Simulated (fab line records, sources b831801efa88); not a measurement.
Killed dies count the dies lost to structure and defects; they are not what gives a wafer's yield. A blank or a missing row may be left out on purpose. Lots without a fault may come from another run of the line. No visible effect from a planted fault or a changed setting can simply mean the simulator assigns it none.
Chamber matching | flow sky130 | SKY_VIA3_ETCH_14 on rie-diel-03 has 4 sister chambers
The step etches BARC in N2/H2, stops on SiO2, time 45.9 s, target depth 60 nm. 14 wafers are shown with their chamber, then 7 later ones without.

## WAFERS, EACH WITH ITS CHAMBER
wafer  | chamber | drypump-motor-current-A (A) | oes-product-au (a.u.) | throttle-valve-pct (%)
L312.1 | 0       | 6.0                         | 0.849                 | 13.207
L312.4 | 0       | 5.9                         | 0.844                 | 13.211
L312.6 | 3       | 5.2                         | 0.851                 | 13.226
L315.1 | 0       | 6.0                         | 0.861                 | 13.208
L315.2 | 2       | 4.8                         | 0.847                 | 13.225
L315.6 | 3       | 5.2                         | 0.855                 | 13.214
L317.2 | 2       | 4.7                         | 0.856                 | 13.222
L317.3 | 3       | 5.2                         | 0.860                 | 13.230
L317.6 | 0       | 6.0                         | 0.851                 | 13.234
L318.1 | 3       | 5.2                         | 0.847                 | 13.210
L318.3 | 1       | 6.0                         | 0.860                 | 13.212
L318.5 | 1       | 6.0                         | 0.856                 | 13.233
L324.2 | 3       | 5.2                         | 0.854                 | 13.208
L324.3 | 1       | 6.1                         | 0.858                 | 13.218

SIGNATURES (means of the wafers above)
reading                 | chamber 0 | chamber 1 | chamber 2 | chamber 3 | scatter within a chamber
drypump-motor-current-A | 5.975     | 6.033     | 4.750     | 5.200     | 0.0438
oes-product-au          | 0.85125   | 0.85800   | 0.85150   | 0.85340   | 0.00543
throttle-valve-pct      | 13.21500  | 13.22100  | 13.22350  | 13.21760  | 0.0106
Rule: for a wafer and a chamber, the distance is found by dividing, reading by reading, the gap between the wafer's reading and the chamber's mean by the reading's scatter, squaring, summing and taking the root. The wafer belongs to the nearest chamber; if the next one is less than 2 further off, it can't be placed. The scatter is the square root of a quotient: the sum, over the shown wafers, of each reading's squared deviation from its chamber's mean, divided by wafers minus chambers.

## WAFERS MISSING THEIR CHAMBER
wafer  | drypump-motor-current-A (A) | oes-product-au (a.u.) | throttle-valve-pct (%)
L324.4 | 6.0                         | 0.854                 | 13.221
L329.3 | 5.2                         | 0.855                 | 13.224
L329.4 | 4.7                         | 0.847                 | 13.239
L329.5 | 6.0                         | 0.852                 | 13.221
L331.2 | 5.2                         | 0.860                 | 13.220
L331.3 | 4.7                         | 0.854                 | 13.212
L331.4 | 6.0                         | 0.845                 | 13.229

## WHICH CHAMBER EACH WENT THROUGH
wafer  | from the rows above     | in truth
L324.4 | can't be placed: 0 or 1 | 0
L329.3 | 3                       | 3
L329.4 | 2                       | 2
L329.5 | can't be placed: 0 or 1 | 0
L331.2 | 3                       | 3
L331.3 | 2                       | 2
L331.4 | can't be placed: 0 or 1 | 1
Correctly placed: 4 of 7. Cannot be placed on the basis of these rows: 3; the candidates contain the true chamber in 3. Number placed wrongly: 0.
